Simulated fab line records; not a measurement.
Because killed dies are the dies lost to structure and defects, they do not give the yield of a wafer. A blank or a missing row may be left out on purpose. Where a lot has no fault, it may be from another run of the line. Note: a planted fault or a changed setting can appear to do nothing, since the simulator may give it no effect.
One fault seen from 2 desks -- flow gf180mcu -- what lay behind the numbers comes last; until then each desk has only its own

== FOR THE TOOL OWNER'S DESK: implanter-04 ==
The tool's own readings at GF_VT_IMPLANT_IMPLANT_08, given as means over the sampled wafers that have a number, one for each lot that went through this tool. Marked OUT: a lot whose mean sits more than 4 standard deviations from the usual mean, which makes it out of limits; the brackets give that distance.
Columns: A = dose-ions-cm2 at GF_VT_IMPLANT_IMPLANT_08, usual 8.292e+12; B = faraday-current-uA at GF_VT_IMPLANT_IMPLANT_08, usual 46.8
lot,first seen here,A,B
L519,day 5 12:57,8.291e+12,46.6
L520,day 5 21:59,8.289e+12,47.1
L522,day 6 09:04,8.298e+12,45.6
L524,day 6 21:14,8.305e+12,45.9
L527,day 7 12:11,8.289e+12,46.8
L532,day 8 22:24,8.288e+12,46.9
L533,day 9 09:02,8.285e+12,47.4
L534,day 9 12:05,5.771e+12 (-99 or more) OUT,32.7 (-16) OUT
L535,day 9 14:05,5.763e+12 (-99 or more) OUT,32.3 (-16) OUT
This desk's finding: out of limits on L534, L535; first on L534, day 9 12:05 (dose-ions-cm2 at GF_VT_IMPLANT_IMPLANT_08). Within limits: L519, L520, L522, L524, L527, L532, L533.

== AT THE METROLOGY DESK ==
What the gauges read, lot by lot, whatever tool the lot ran on: means of the sampled wafers that have a number. Marked OUT: a lot whose mean sits more than 4 standard deviations from the usual mean, which makes it out of limits; the brackets give that distance.
Columns: A = VT_IMPLANT_TW at GF_VT_IMPLANT_TW_MEAS_10, usual 565.0
lot,first seen here,A
L519,day 5 13:12,561.0
L520,day 5 22:14,564.5
L522,day 6 09:16,563.3
L523,day 6 13:49,567.0
L524,day 6 21:28,564.1
L526,day 7 09:35,562.1
L527,day 7 12:25,564.1
L528,day 8 02:17,563.4
L529,day 8 02:37,566.3
L532,day 8 22:38,565.3
L533,day 9 09:17,565.5
L534,day 9 12:20,509.9 (-20) OUT
L535,day 9 14:20,509.4 (-20) OUT
This desk finds L534, L535 out of limits, with the earliest case on L534 at day 9 12:20 (VT_IMPLANT_TW at GF_VT_IMPLANT_TW_MEAS_10). Within limits: L519, L520, L522, L523, L524, L526, L527, L528, L529, L532, L533.

== TAKEN TOGETHER ==
An alarm could have come from the tool owner's desk at day 9 12:05, on L534, L535.
Metrology desk: alarm possible at day 9 12:20 on L534, L535.
GF_VT_IMPLANT_IMPLANT_08 was run on implanter-04 by each of the lots named.

== WHAT WAS PUT IN BY THE SIMULATOR ==
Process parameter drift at GF_VT_IMPLANT_IMPLANT_08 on implanter-04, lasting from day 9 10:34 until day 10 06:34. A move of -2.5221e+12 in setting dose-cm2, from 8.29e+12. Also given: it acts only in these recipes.
Shown lots that were struck: L534, L535.
Delay (hours) between the fault's onset and each desk's first out-of-limits reading: 2 at the tool owner's desk, 2 at the metrology desk.
